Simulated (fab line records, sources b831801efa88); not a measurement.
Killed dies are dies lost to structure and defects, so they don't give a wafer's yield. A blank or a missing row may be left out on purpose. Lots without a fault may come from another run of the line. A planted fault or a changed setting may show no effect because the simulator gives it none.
fab line records | flow sky130
record lots=12 wafers=34 last_day=50
route steps=708 shown VIA3@593 CAP2M@607 METAL4@634 METAL5@666
lots that met no fault: from a run of the same line without faults
start_h: hours from the record's first day to the start of the lot's first wafer shown | wait_h: hours since the lot's step before | " the same as in the row above | L1.1+2: a row that stands for several wafers | - no value, or no start given | * or withheld: withheld | < > ~ a bound
route shown NAME@n: a module of which the file shows steps, and the number in the route of the first | usual: mean/standard deviation of fault-free wafers | same: alike in all rows | chamber/n: place in a boat | sites: the reading at each site | _std_site: their standard deviation | _edge_site: outer sites' mean less inner sites' | radius_mm: how far each site lies from the wafer's centre | mask NAME#n: copy n | behind: the tool/chamber that last shaped the wafer | hold: why the lot was held/for how many hours/how that ended | device: the transistor (n, p or np) that didn't switch | end of line: the same wafers' tests at the end of the route | a step without rows: its recipe alone | killed: dies lost to structure and defects at the first sort, not the wafer's yield | map: a wafer's dies, x killed, . not, _ none there
set.NAME: the setting as run; set.NAME@STEP: as run at that earlier step | model.NAME: the simulator's own value behind a step, which no gauge read
steps of the route over a sample of lots; a table a step, a row a wafer
services: from which hour (start_h, from the record's first day; less than 0 if before it) a tool's chamber was out of use, for how many hours, and why
## steps
# step SKY_VIA3_SPUTTER_20
# recipe material=TiN target_thk_nm=20 chamber_pressure_pa=5 power_w=4000 time_s=80
# usual throttle_valve_pct=30.0/0.97
# columns lot.wafer tool chamber start_h wait_h throttle_valve_pct
L791.1 pvd_sputter-02 - 927.49 0.0 31.3
L791.5 " - " " 31.1
L791.6 " - " " 30.8
L792.2 pvd_sputter-01 - 933.12 0.0 30.6
L792.3 " - " " 28.7
L792.4 " - " " 29.4
L793.3 pvd_sputter-01 - 944.63 0.0 28.4
L793.4 " - " " 30.6
L793.6 " - " " 29.6
L796.1 pvd_sputter-01 - 961.44 0.0 29.9
L796.3 " - " " 30.6
L796.5 " - " " 29.8
L795.1 pvd_sputter-02 - 961.53 0.0 30.9
L795.3 " - " " 30.4
L795.6 " - " " 29.6
L801.1 pvd_sputter-02 - 996.60 0.0 30.8
L801.2 " - " " 29.9
L802.1 pvd_sputter-04 - 1006.21 0.0 29.2
L802.6 " - " " 28.2
L805.4 pvd_sputter-02 - 1023.13 0.0 29.7
L805.5 " - " " 30.6
L805.6 " - " " 29.6
L806.1 pvd_sputter-01 - 1029.33 0.0 29.4
L806.2 " - " " 30.5
L806.3 " - " " 28.8
L807.3 pvd_sputter-02 - 1038.60 0.0 30.3
L807.4 " - " " 29.3
L807.5 " - " " 29.5
L813.1 pvd_sputter-04 - 1067.86 0.0 30.0
L813.3 " - " " 29.0
L813.5 " - " " 30.2
L814.1 pvd_sputter-01 - 1071.45 0.0 29.5
L814.2 " - " " 28.6
L814.6 " - " " 29.4
# step SKY_CAP2M_THK_MEAS_04
# recipe thk_meas_gauge=xrf reads=TiN_of_CAP2M_SPUTTER_02
# usual CAP2M_TIN_THK=200.1/2
# columns lot.wafer tool chamber start_h wait_h CAP2M_TIN_THK[nm]
L791.1 film_metro-01 - 928.86 0.1 201.9
L791.5 " - " " 203.5
L791.6 " - " " 201.6
L792.2 film_metro-03 - 934.26 0.1 200.3
L792.3 " - " " 201.2
L792.4 " - " " 200.2
L793.3 film_metro-01 - 945.78 0.1 201.6
L793.4 " - " " 205.3
L793.6 " - " " 200.5
L796.1 film_metro-01 - 962.57 0.1 198.6
L796.3 " - " " 201.3
L796.5 " - " " 202.2
L795.1 film_metro-03 - 962.66 0.1 202.6
L795.3 " - " " 199.4
L795.6 " - " " 201.8
L801.1 film_metro-02 - 997.73 0.1 199.7
L801.2 " - " " 200.3
L802.1 film_metro-03 - 1007.35 0.1 197.8
L802.6 " - " " 199.3
L805.4 film_metro-03 - 1024.70 0.1 202.1
L805.5 " - " " 203.0
L805.6 " - " " 199.0
L806.1 film_metro-01 - 1030.46 0.1 197.6
L806.2 " - " " 195.9
L806.3 " - " " 199.2
L807.3 film_metro-01 - 1039.77 0.1 197.7
L807.4 " - " " 199.5
L807.5 " - " " 199.6
L813.1 film_metro-02 - 1069.00 0.1 195.9
L813.3 " - " " 198.9
L813.5 " - " " 198.9
L814.1 film_metro-01 - 1072.57 0.1 200.9
L814.2 " - " " 201.2
L814.6 " - " " 201.5
# step SKY_METAL4_METAL_ETCH_18
# recipe target_depth_a=8450 stop_on=SiO2 over_etch_frac=0.3 time_s=183.1 chemistry=Cl2/BCl3 resist_sidewall_deg=88 pressure_mtorr=10 icp_w=900 bias_w=48.5 Cl2_flow_sccm=60 bcl3_flow_sccm=30
# usual drypump_motor_current_A=5.5/0.43 oes_product_au=0.865/0.0058 over_etch_frac=0.3/0 throttle_valve_pct=22.265/0.0095
# columns lot.wafer tool chamber start_h wait_h drypump_motor_current_A oes_product_au over_etch_frac rf_hours_counter_h throttle_valve_pct
L791.1 rie_metal-02 1 978.39 0.0 5.2 0.862 0.3 2 22.260
L791.5 " 1 " " 5.2 0.873 0.3 - 22.249
L791.6 " 0 " " 5.8 0.863 0.3 - 22.262
L792.2 rie_metal-01 1 982.93 0.0 5.7 0.856 0.3 6 22.262
L792.3 " 0 " " 5.0 0.860 0.3 - 22.258
L792.4 " 1 " " 5.7 0.858 0.3 - 22.269
L793.3 rie_metal-03 1 993.20 0.1 6.2 0.867 0.3 - 22.260
L793.4 " 0 " " 5.7 0.868 0.3 - 22.277
L793.6 " 0 " " 5.7 0.869 0.3 - 22.263
L796.1 rie_metal-01 0 1009.14 0.0 5.0 0.855 0.3 14 22.262
L796.3 " 0 " " 5.0 0.871 0.3 - 22.262
L796.5 " 1 " " 5.8 0.861 0.3 - 22.262
L795.1 rie_metal-02 1 1009.78 0.0 5.2 0.874 0.3 3 22.281
L795.3 " 0 " " 5.8 0.872 0.3 - 22.262
L795.6 " 1 " " 5.2 0.862 0.3 - 22.258
L801.1 rie_metal-01 1 1044.04 0.0 5.7 0.764 0.63441 10 22.265
L801.2 " 0 " " 4.9 0.869 0.3 17 22.269
L802.1 rie_metal-01 0 1053.68 0.0 4.9 0.752 0.63441 17 22.262
L802.6 " 1 " " 5.7 0.854 0.3 - 22.261
L805.4 rie_metal-03 0 1069.15 0.1 5.7 0.860 0.3 - 22.258
L805.5 " 0 " " 5.7 0.866 0.3 - 22.262
L805.6 " 1 " " 6.1 0.862 0.3 - 22.281
L806.1 rie_metal-02 1 1074.38 0.0 5.2 0.866 0.3 8 22.258
L806.2 " 0 " " 5.8 0.869 0.3 16 22.279
L806.3 " 0 " " 5.8 0.866 0.3 - 22.268
L807.3 rie_metal-03 1 1083.30 0.1 6.2 0.868 0.3 - 22.273
L807.4 " 0 " " 5.7 0.868 0.3 - 22.268
L807.5 " 0 " " 5.7 0.861 0.3 - 22.255
L813.1 rie_metal-02 0 1111.45 0.0 5.8 0.859 0.3 18 22.267
L813.3 " 1 " " 5.2 0.862 0.3 - 22.269
L813.5 " 1 " " 5.2 0.856 0.3 - 22.274
L814.1 rie_metal-03 0 1113.79 0.0 5.7 0.862 0.3 18 22.261
L814.2 " 1 " " 6.2 0.869 0.3 21 22.273
L814.6 " 0 " " 5.7 0.865 0.3 - 22.257
# step SKY_METAL4_STRIP_19
# recipe chemistry=O2/N2 power_w=1400 pressure_mtorr=1500 platen_temp_c=withheld o2_flow_sccm=3000 n2_flow_sccm=300 overash_fraction=0.5
# usual drypump_motor_current_A=5.4/0.38 oes_product_au=0.504/0.0047 strip_time_to_endpoint_s=6.59/0.06
# columns lot.wafer tool chamber start_h wait_h drypump_motor_current_A oes_product_au rf_hours_counter_h strip_time_to_endpoint_s
L791.1 plasma_asher-02 0 978.57 0.1 4.8 0.511 111 6.59
L791.5 " 0 " " 4.8 0.505 - 6.51
L791.6 " 1 " " 4.8 0.503 - 6.63
L792.2 plasma_asher-01 1 983.11 0.1 5.7 0.505 24 6.56
L792.3 " 1 " " 5.7 0.509 - 6.66
L792.4 " 0 " " 5.9 0.500 - 6.58
L793.3 plasma_asher-04 1 993.36 0.1 5.3 0.516 - 6.64
L793.4 " 0 " " 5.4 0.500 - 6.56
L793.6 " 1 " " 5.3 0.504 - 6.59
L796.1 plasma_asher-02 0 1009.32 0.1 4.8 0.501 114 6.51
L796.3 " 0 " " 4.8 0.498 - 6.56
L796.5 " 0 " " 4.8 0.489 - 6.43
L795.1 plasma_asher-01 1 1009.96 0.1 5.7 0.498 26 6.48
L795.3 " 1 " " 5.7 0.506 - 6.67
L795.6 " 1 " " 5.7 0.497 - 6.58
L801.1 plasma_asher-01 1 1044.22 0.1 5.7 0.443 30 5.19
L801.2 " 0 " " 5.8 0.507 30 6.61
L802.1 plasma_asher-01 1 1053.86 0.1 5.7 0.444 31 5.15
L802.6 " 0 " " 5.8 0.503 - 6.47
L805.4 plasma_asher-04 1 1069.30 0.1 5.3 0.496 - 6.54
L805.5 " 1 " " 5.3 0.503 - 6.58
L805.6 " 0 " " 5.4 0.508 - 6.68
L806.1 plasma_asher-01 0 1074.56 0.1 5.8 0.507 33 6.59
L806.2 " 1 " " 5.7 0.505 33 6.63
L806.3 " 1 " " 5.7 0.507 - 6.64
L807.3 plasma_asher-01 1 1083.46 0.1 5.7 0.505 - 6.63
L807.4 " 0 " " 5.9 0.502 - 6.57
L807.5 " 0 " " 5.9 0.497 - 6.51
L813.1 plasma_asher-04 1 1111.62 0.1 5.3 0.516 68 6.67
L813.3 " 1 " " 5.3 0.503 - 6.50
L813.5 " 0 " " 5.4 0.504 - 6.55
L814.1 plasma_asher-01 1 1113.97 0.1 5.7 0.499 37 6.63
L814.2 " 0 " " 5.9 0.501 37 6.64
L814.6 " 1 " " 5.7 0.504 - 6.58
# step SKY_METAL5_RS_MEAS_05
# recipe thk_meas_gauge=four-point-probe reads=TiN_of_METAL5_SPUTTER_04+Ti_of_METAL5_SPUTTER_03+AlCu_of_METAL5_SPUTTER_02+TiN_of_METAL5_SPUTTER_01+Ti_of_METAL5_SPUTTER_00
# usual METAL5_ALCU_RS=0.0271/0.00021
# columns lot.wafer tool chamber start_h wait_h METAL5_ALCU_RS[ohm/sq]
L791.1 film_metro-03 - 1004.34 0.0 0.02734
L791.5 " - " " 0.02714
L791.6 " - " " 0.02717
L792.2 film_metro-01 - 1009.05 0.0 0.027
L792.3 " - " " 0.02698
L792.4 " - " " 0.02714
L793.3 film_metro-04 - 1019.07 0.1 0.02723
L793.4 " - " " 0.02733
L793.6 " - " " 0.02754
L796.1 film_metro-04 - 1035.05 0.0 0.02699
L796.3 " - " " 0.02727
L796.5 " - " " 0.02701
L795.1 film_metro-01 - 1035.74 0.0 0.02711
L795.3 " - " " 0.02679
L795.6 " - " " 0.02663
L801.1 film_metro-04 - 1067.94 0.0 0.02687
L801.2 " - " " 0.02672
L802.1 film_metro-01 - 1077.82 0.0 0.0271
L802.6 " - " " 0.02693
L805.4 film_metro-03 - 1092.93 0.1 0.02696
L805.5 " - " " 0.02727
L805.6 " - " " 0.02723
L806.1 film_metro-04 - 1097.49 0.0 0.02716
L806.2 " - " " 0.02716
L806.3 " - " " 0.0272
L807.3 film_metro-03 - 1107.13 0.1 0.02711
L807.4 " - " " 0.02701
L807.5 " - " " 0.0274
L813.1 film_metro-01 - 1133.65 0.0 0.02679
L813.3 " - " " 0.02684
L813.5 " - " " 0.02669
L814.1 film_metro-03 - 1135.47 0.0 0.02718
L814.2 " - " " 0.02718
L814.6 " - " " 0.02691
## services
# columns tool chamber start_h hours kind
pvd_sputter-02 0 921.81 - consumable_replace:kit
pvd_sputter-02 0 921.81 18.0 scheduled_down
pvd_sputter-02 0 921.81 18.0 vent_cycle
rie_metal-02 1 927.69 - clean
rie_metal-02 1 927.69 17.4 scheduled_down
rie_metal-02 1 927.69 17.4 vent_cycle
plasma_asher-01 - 964.92 2.0 repair
pvd_sputter-01 - 998.78 2.7 repair
plasma_asher-01 - 1018.81 2.8 pm
pvd_sputter-02 - 1034.39 1.2 repair
rie_metal-03 - 1038.52 28.1 pm
plasma_asher-02 - 1046.27 2.1 repair
plasma_asher-02 - 1055.25 9.0 pm
pvd_sputter-01 - 1058.84 2.3 repair
plasma_asher-02 - 1066.98 0.9 repair
pvd_sputter-01 1 1067.94 - consumable_replace:kit
pvd_sputter-01 1 1067.94 18.0 scheduled_down
pvd_sputter-01 1 1067.94 18.0 vent_cycle
pvd_sputter-02 - 1071.07 4.1 repair
plasma_asher-02 - 1075.65 1.0 repair
pvd_sputter-02 3 1089.27 - consumable_replace:kit
pvd_sputter-02 3 1089.27 18.0 scheduled_down
pvd_sputter-02 3 1089.27 18.0 vent_cycle
rie_metal-01 0 1092.61 2.4 repair
## key
first_sign step=SKY_METAL4_METAL_ETCH_18 reading=over_etch_frac direction=up sigmas=99+ usual=0.3 struck=0.63441
effect step=SKY_METAL4_METAL_ETCH_18 reading=oes_product_au direction=down sigmas=18 usual=0.865 struck=0.758
effect step=SKY_METAL4_STRIP_19 reading=strip_time_to_endpoint_s direction=down sigmas=24 usual=* struck=*
met_at SKY_METAL4_METAL_ETCH_18
struck_lots L801,L802
struck_wafers L801.1,L802.1
sort_left_out L801.1,L802.1
not_acting_at SKY_VIA3_SPUTTER_20,SKY_CAP2M_THK_MEAS_04,SKY_METAL5_RS_MEAS_05
onset_between 1009.14 1044.04
fault kind=process_parameter_drift tool=rie_metal-01 chamber=- onset_h=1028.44 steps=SKY_METAL4_METAL_ETCH_18 channel=over_etch_frac offset=0.33441 shape=step end_h=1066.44 scope=struck_wafers_only acts_in=these_recipes_only stated=0.3
# sort_left_out: the simulated sort isn't trusted on such a fault, so these wafers' sort isn't shown, and their yield isn't known
